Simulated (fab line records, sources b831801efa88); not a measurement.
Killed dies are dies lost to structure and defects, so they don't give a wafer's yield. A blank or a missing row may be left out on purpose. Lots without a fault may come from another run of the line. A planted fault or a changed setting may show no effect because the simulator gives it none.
Which tool did it? | flow sky130 | 15 lots, 45 wafers sampled, at 7 steps of a route of 708

WHAT THE GAUGES READ, wafer by wafer
SKY_VT_ADJUST_PCH_TW_MEAS_10. Usual: VT_ADJUST_PCH_TW 142.7, standard deviation 0.86.
lot  | measured     | on            | VT_ADJUST_PCH_TW  | flag
L385 | day 10 16:17 | film_metro-03 | 141.9 142.2 141.6 |
L386 | day 11 08:52 | film_metro-04 | 143.1 142.6 143.4 |
L389 | day 12 02:36 | film_metro-01 | 142.5 143.9 142.9 |
L388 | day 12 04:17 | film_metro-04 | 143.3 143.0 143.1 |
L390 | day 12 17:40 | film_metro-03 | 143.6 142.8 143.7 |
L392 | day 13 14:08 | film_metro-01 | 143.1 142.8 144.2 |
L394 | day 13 15:25 | film_metro-03 | 141.5 141.6 140.6 |
L395 | day 14 02:33 | film_metro-03 | 141.9 142.4 141.8 |
L398 | day 14 15:32 | film_metro-03 | 142.0 142.1 141.8 |
L401 | day 15 12:43 | film_metro-01 | 143.1 143.6 142.4 |
L402 | day 16 01:06 | film_metro-01 | 143.2 143.3 143.2 |
L403 | day 16 13:58 | film_metro-03 | 141.5 142.0 141.9 |
L406 | day 17 03:48 | film_metro-01 | 144.5 143.2 144.3 |
L407 | day 17 06:08 | film_metro-03 | 141.8 142.0 141.6 |
L408 | day 17 19:47 | film_metro-04 | 142.7 143.3 143.5 |

SKY_POLY_GATE_CD_MEAS_22. Usual: cd_nm 150.5 nm, standard deviation 2.3.
lot  | measured     | on        | cd_nm (nm)        | flag
L385 | day 16 19:14 | cd_sem-02 | 148.1 148.9 147.6 |
L386 | day 17 12:37 | cd_sem-01 | 149.9 151.2 146.4 |
L389 | day 18 08:52 | cd_sem-02 | 150.0 147.8 151.7 |
L388 | day 18 08:53 | cd_sem-01 | 148.0 147.3 147.3 |
L390 | day 19 02:58 | cd_sem-01 | 155.2 153.8 153.5 |
L392 | day 20 06:25 | cd_sem-01 | 147.4 150.6 148.7 |
L394 | day 20 11:28 | cd_sem-01 | 149.1 149.5 150.7 |
L395 | day 20 18:28 | cd_sem-01 | 152.2 149.4 149.1 |
L398 | day 21 05:37 | cd_sem-02 | 156.1 154.4 156.3 |
L401 | day 22 08:17 | cd_sem-01 | - - -             | OFF
L402 | day 23 02:11 | cd_sem-01 | - - -             | OFF
L403 | day 23 10:47 | cd_sem-02 | - - -             | OFF
L406 | day 24 07:47 | cd_sem-01 | 148.0 148.2 148.3 |
L407 | day 24 08:44 | cd_sem-02 | 151.3 152.5 148.9 |
L408 | day 24 17:50 | cd_sem-01 | 148.4 149.9 147.5 |

SKY_LDD_P_OVL_MEAS_08. Usual: LDD_P_OVL 1.0 nm, standard deviation 1.3.
lot  | measured     | on         | LDD_P_OVL (nm) | flag
L385 | day 19 06:19 | overlay-02 | 2.8 0.2 2.3    |
L386 | day 20 03:24 | overlay-01 | 2.6 1.0 1.4    |
L389 | day 20 22:35 | overlay-02 | 1.3 3.3 1.7    |
L388 | day 20 21:33 | overlay-02 | -0.9 -0.5 0.0  |
L390 | day 21 18:37 | overlay-02 | -1.5 2.8 1.2   |
L392 | day 22 20:58 | overlay-01 | 1.2 1.0 1.5    |
L394 | day 23 02:35 | overlay-01 | -0.2 0.7 -0.3  |
L395 | day 23 08:44 | overlay-01 | 1.1 -0.6 1.1   |
L398 | day 23 19:17 | overlay-01 | -1.9 0.2 -0.5  |
L406 | day 26 19:17 | overlay-02 | 1.5 1.9 0.4    |
L407 | day 26 20:14 | overlay-02 | 1.8 2.3 -0.3   |
L408 | day 27 04:27 | overlay-02 | -0.6 2.7 0.3   |

WHICH TOOL RAN EACH LOT (tool, then ch and the chambers of the sampled wafers, then the start)
lot  | SKY_SONOS_ONO_STRIP_17               | SKY_POLY_GATE_ETCH_15              | SKY_POLY_GATE_ETCH_16              | SKY_POLY_GATE_ETCH_17
L385 | plasma_asher-03 ch 0,1, day 13 00:46 | rie_diel-03 ch 1,2, day 16 14:44   | rie_diel-03 ch 1,2, day 16 14:49   | rie_si-02 ch 1,2, day 16 14:55
L386 | plasma_asher-02 ch 0,1, day 13 15:52 | rie_diel-03 ch 0,3, day 17 08:40   | rie_diel-03 ch 0,3, day 17 08:45   | rie_si-01 ch 1,2,3, day 17 08:50
L389 | plasma_asher-02 ch 0,1, day 14 12:01 | rie_diel-01 ch 0,2,3, day 18 07:02 | rie_diel-01 ch 0,2,3, day 18 07:07 | rie_si-02 ch 0,3, day 18 07:13
L388 | plasma_asher-01 ch 0,1, day 14 11:58 | rie_diel-03 ch 0,2,3, day 18 05:55 | rie_diel-03 ch 0,2,3, day 18 06:01 | rie_si-01 ch 1,2, day 18 06:04
L390 | plasma_asher-03 ch 0,1, day 15 03:10 | rie_diel-02 ch 0,1,3, day 18 23:53 | rie_diel-02 ch 0,1,3, day 18 23:58 | rie_si-02 ch 1,2,3, day 19 00:04
L392 | plasma_asher-02 ch 0,1, day 16 00:42 | rie_diel-03 ch 0,2,3, day 20 02:41 | rie_diel-03 ch 0,2,3, day 20 02:46 | rie_si-02 ch 1,2, day 20 02:52
L394 | plasma_asher-01 ch 0,1, day 16 01:56 | rie_diel-03 ch 0,1,3, day 20 06:20 | rie_diel-03 ch 0,1,3, day 20 06:25 | rie_si-02 ch 0,1,3, day 20 06:31
L395 | plasma_asher-02 ch 0, day 16 14:26   | rie_diel-03 ch 0,1,2, day 20 16:44 | rie_diel-03 ch 0,1,2, day 20 16:49 | rie_si-02 ch 0,1,3, day 20 16:55
L398 | plasma_asher-02 ch 0,1, day 17 01:14 | rie_diel-01 ch 0,2,3, day 21 03:55 | rie_diel-01 ch 0,2,3, day 21 04:00 | rie_si-02 ch 0,3, day 21 04:05
L401 | plasma_asher-03 ch 0,1, day 18 04:17 | rie_diel-01 ch 0,2,3, day 22 06:32 | rie_diel-01 ch 0,2,3, day 22 06:37 | rie_si-01 ch 2,3, day 22 06:43
L402 | plasma_asher-01 ch 0,1, day 18 18:09 | rie_diel-03 ch 0,2, day 23 00:11   | rie_diel-03 ch 0,2, day 23 00:16   | rie_si-02 ch 0,3, day 23 00:22
L403 | plasma_asher-02 ch 0,1, day 19 04:58 | rie_diel-01 ch 1,2,3, day 23 09:02 | rie_diel-01 ch 1,2,3, day 23 09:07 | rie_si-01 ch 0,2, day 23 09:13
L406 | plasma_asher-02 ch 0, day 20 02:05   | rie_diel-01 ch 1,2, day 24 06:04   | rie_diel-01 ch 1,2, day 24 06:09   | rie_si-02 ch 0,3, day 24 06:14
L407 | plasma_asher-03 ch 0,1, day 20 02:20 | rie_diel-02 ch 1,2,3, day 24 07:02 | rie_diel-02 ch 1,2,3, day 24 07:07 | rie_si-01 ch 0,2,3, day 24 07:13
L408 | plasma_asher-03 ch 0,1, day 20 13:59 | rie_diel-01 ch 0,1,3, day 24 16:08 | rie_diel-01 ch 0,1,3, day 24 16:13 | rie_si-02 ch 0,1,2, day 24 16:19
- SKY_SONOS_ONO_STRIP_17: strips in O2/N2.
- SKY_POLY_GATE_ETCH_15: etches BARC in N2/H2, stops on SiO2, time 118.5 s, target depth 110 nm.
- SKY_POLY_GATE_ETCH_16: etches Si3N4 in CH3F/O2, stops on poly-Si, time 147.5 s, target depth 75 nm.
- SKY_POLY_GATE_ETCH_17: etches poly-Si in HBr/Cl2, stops on SiO2, target depth 180 nm, time 70.5 s.

WHAT THE TOOLS THEMSELVES READ (means of the sampled wafers that have a number; where no wafer has one, the mark that the record gives instead)
SKY_SONOS_ONO_STRIP_17. Usual: drypump_motor_current_A 5.9 A, standard deviation 0.36; oes_product_au 0.709 a.u., standard deviation 0.0048; strip_time_to_endpoint_s 14.11 s, standard deviation 0.044.
lot  | tool            | drypump_motor_current_A (A) | oes_product_au (a.u.) | strip_time_to_endpoint_s (s) | flag
L385 | plasma_asher-03 | 6.2                         | 0.711                 | 14.15                        |
L386 | plasma_asher-02 | 5.6                         | 0.711                 | 14.05                        |
L389 | plasma_asher-02 | 5.6                         | 0.711                 | 14.08                        |
L388 | plasma_asher-01 | 6.0                         | 0.713                 | 14.14                        |
L390 | plasma_asher-03 | 6.2                         | 0.703                 | 14.06                        |
L392 | plasma_asher-02 | 5.6                         | 0.708                 | 14.10                        |
L394 | plasma_asher-01 | 5.7                         | 0.707                 | 14.12                        |
L395 | plasma_asher-02 | 5.6                         | 0.707                 | 14.13                        |
L398 | plasma_asher-02 | 5.6                         | 0.711                 | 14.12                        |
L401 | plasma_asher-03 | 6.2                         | 0.708                 | 14.12                        |
L402 | plasma_asher-01 | 6.0                         | 0.711                 | 14.12                        |
L403 | plasma_asher-02 | 5.6                         | 0.708                 | 14.16                        |
L406 | plasma_asher-02 | 5.6                         | 0.712                 | 14.10                        |
L407 | plasma_asher-03 | 6.2                         | 0.709                 | 14.10                        |
L408 | plasma_asher-03 | 6.3                         | 0.713                 | 14.14                        |

SKY_POLY_GATE_ETCH_15. Usual: bias_w 100.06 W, standard deviation 0.3; chamber_pressure_mTorr 29.999 mTorr, standard deviation 0.03; drypump_motor_current_A 5.6 A, standard deviation 0.39; oes_product_au 0.717 a.u., standard deviation 0.0046; throttle_valve_pct 13.212 %, standard deviation 0.0087.
lot  | tool        | bias_w (W) | chamber_pressure_mTorr (mTorr) | drypump_motor_current_A (A) | oes_product_au (a.u.) | throttle_valve_pct (%) | flag
L385 | rie_diel-03 | 100.05     | 30.011                         | 5.4                         | 0.720                 | 13.217                 |
L386 | rie_diel-03 | 99.91      | 29.998                         | 5.6                         | 0.722                 | 13.209                 |
L389 | rie_diel-01 | 100.24     | 29.992                         | 5.4                         | 0.716                 | 13.205                 |
L388 | rie_diel-03 | 100.25     | 29.997                         | 5.7                         | 0.719                 | 13.220                 |
L390 | rie_diel-02 | 100.08     | 29.987                         | 5.9                         | 0.717                 | 13.215                 |
L392 | rie_diel-03 | 99.91      | 30.011                         | 5.7                         | 0.716                 | 13.212                 |
L394 | rie_diel-03 | 100.09     | 30.007                         | 5.4                         | 0.720                 | 13.218                 |
L395 | rie_diel-03 | 100.18     | 29.996                         | 5.5                         | 0.721                 | 13.215                 |
L398 | rie_diel-01 | 100.29     | 30.010                         | 5.4                         | 0.720                 | 13.210                 |
L401 | rie_diel-01 | -          | -                              | -                           | -                     | -                      | OFF
L402 | rie_diel-03 | -          | -                              | -                           | -                     | -                      | OFF
L403 | rie_diel-01 | -          | -                              | -                           | -                     | -                      | OFF
L406 | rie_diel-01 | 99.83      | 30.024                         | 6.0                         | 0.718                 | 13.219                 |
L407 | rie_diel-02 | 100.16     | 29.959                         | 6.0                         | 0.719                 | 13.213                 |
L408 | rie_diel-01 | 100.27     | 30.007                         | 5.8                         | 0.717                 | 13.216                 |

SKY_POLY_GATE_ETCH_16. Usual: O2_flow_sccm 30.00 sccm, standard deviation 0.089; bias_w 80.02 W, standard deviation 0.24; ch3f_flow_sccm 39.99 sccm, standard deviation 0.11; drypump_motor_current_A 5.6 A, standard deviation 0.39; oes_product_au 0.642 a.u., standard deviation 0.0053; throttle_valve_pct 10.536 %, standard deviation 0.0092.
lot  | tool        | O2_flow_sccm (sccm) | bias_w (W) | ch3f_flow_sccm (sccm) | drypump_motor_current_A (A) | oes_product_au (a.u.) | throttle_valve_pct (%) | flag
L385 | rie_diel-03 | 30.02               | 79.84      | 40.06                 | 5.4                         | 0.637                 | 10.529                 |
L386 | rie_diel-03 | 29.92               | 79.97      | 39.91                 | 5.6                         | 0.643                 | 10.532                 |
L389 | rie_diel-01 | 29.98               | 80.34      | 39.96                 | 5.4                         | 0.639                 | 10.537                 |
L388 | rie_diel-03 | 30.06               | 80.13      | 39.93                 | 5.7                         | 0.638                 | 10.531                 |
L390 | rie_diel-02 | 30.00               | 80.12      | 39.92                 | 5.9                         | 0.640                 | 10.538                 |
L392 | rie_diel-03 | 29.96               | 80.01      | 39.94                 | 5.7                         | 0.644                 | 10.535                 |
L394 | rie_diel-03 | 29.99               | 80.20      | 39.95                 | 5.4                         | 0.640                 | 10.542                 |
L395 | rie_diel-03 | 30.00               | 79.94      | 40.02                 | 5.5                         | 0.642                 | 10.537                 |
L398 | rie_diel-01 | 30.02               | 79.94      | 40.01                 | 5.4                         | 0.641                 | 10.541                 |
L401 | rie_diel-01 | 30.00               | 80.33      | 39.99                 | 5.4                         | 0.377                 | 10.496                 | OFF
L402 | rie_diel-03 | 29.94               | 80.02      | 40.12                 | 5.8                         | 0.373                 | 10.507                 | OFF
L403 | rie_diel-01 | 29.99               | 80.14      | 40.00                 | 5.7                         | 0.373                 | 10.504                 | OFF
L406 | rie_diel-01 | 29.99               | 79.98      | 39.93                 | 6.0                         | 0.640                 | 10.537                 |
L407 | rie_diel-02 | 29.95               | 80.06      | 40.11                 | 6.0                         | 0.638                 | 10.532                 |
L408 | rie_diel-01 | 30.02               | 80.01      | 40.01                 | 5.8                         | 0.648                 | 10.541                 |

SKY_POLY_GATE_ETCH_17. Usual: HBr_flow_sccm 150.0 sccm, standard deviation 0.47; bias_w 100.00 W, standard deviation 0.28; drypump_motor_current_A 5.8 A, standard deviation 0.42; oes_product_au 0.987 a.u., standard deviation 0.0096; throttle_valve_pct 33.685 %, standard deviation 0.0092.
lot  | tool      | HBr_flow_sccm (sccm) | bias_w (W) | drypump_motor_current_A (A) | oes_product_au (a.u.) | throttle_valve_pct (%) | flag
L385 | rie_si-02 | 150.1                | 100.02     | 6.1                         | 0.988                 | 33.686                 |
L386 | rie_si-01 | 150.2                | 99.91      | 6.0                         | 0.981                 | 33.675                 |
L389 | rie_si-02 | 149.7                | 99.97      | 5.7                         | 0.982                 | 33.680                 |
L388 | rie_si-01 | 149.7                | 100.15     | 5.8                         | 0.998                 | 33.687                 |
L390 | rie_si-02 | 150.1                | 99.86      | 5.9                         | 0.982                 | 33.682                 |
L392 | rie_si-02 | 150.4                | 100.07     | 6.1                         | 0.996                 | 33.692                 |
L394 | rie_si-02 | 150.4                | 99.80      | 5.9                         | 0.984                 | 33.691                 |
L395 | rie_si-02 | 149.8                | 99.84      | 5.9                         | 0.988                 | 33.678                 |
L398 | rie_si-02 | 149.8                | 100.17     | 5.8                         | 0.981                 | 33.691                 |
L401 | rie_si-01 | 150.0                | 100.06     | 6.1                         | 0.272                 | 33.678                 | OFF
L402 | rie_si-02 | 149.3                | 100.15     | 5.8                         | 0.269                 | 33.676                 | OFF
L403 | rie_si-01 | 149.8                | 100.14     | 5.2                         | 0.274                 | 33.690                 | OFF
L406 | rie_si-02 | 149.2                | 100.23     | 5.9                         | 0.990                 | 33.684                 |
L407 | rie_si-01 | 149.7                | 100.21     | 5.7                         | 0.984                 | 33.687                 |
L408 | rie_si-02 | 150.1                | 99.88      | 6.0                         | 0.983                 | 33.695                 |

THE ANSWER, worked out from the rows above alone
Rule: a lot is off if the mean of its wafers that have a number lies more than 3 standard deviations from the usual mean. A lot without any number at a reading at which 4 lots or more have one is off too. The other lots that the step has rows for count as sound. The gauges are gone through in route order, then the tools' own readings, and for those a lot's mean is taken as printed above. The first step at which some lot is off is used, and at that step the reading that is off furthest; a lot without a number counts as furthest.
Off: L401, L402, L403, at SKY_POLY_GATE_CD_MEAS_22 (cd_nm). Without a number there: L401, L402, L403.
A tool fits if, at a process step before that reading, it ran every lot that is off, and no sound lot after the first of them. The gauges at SKY_POLY_GATE_CD_MEAS_22 aren't tried: what is off there is off at SKY_POLY_GATE_ETCH_15 too, on other tools, and a gauge's error can't cause that. None of those tried fits.

WHAT THE SIMULATOR HAD PUT IN
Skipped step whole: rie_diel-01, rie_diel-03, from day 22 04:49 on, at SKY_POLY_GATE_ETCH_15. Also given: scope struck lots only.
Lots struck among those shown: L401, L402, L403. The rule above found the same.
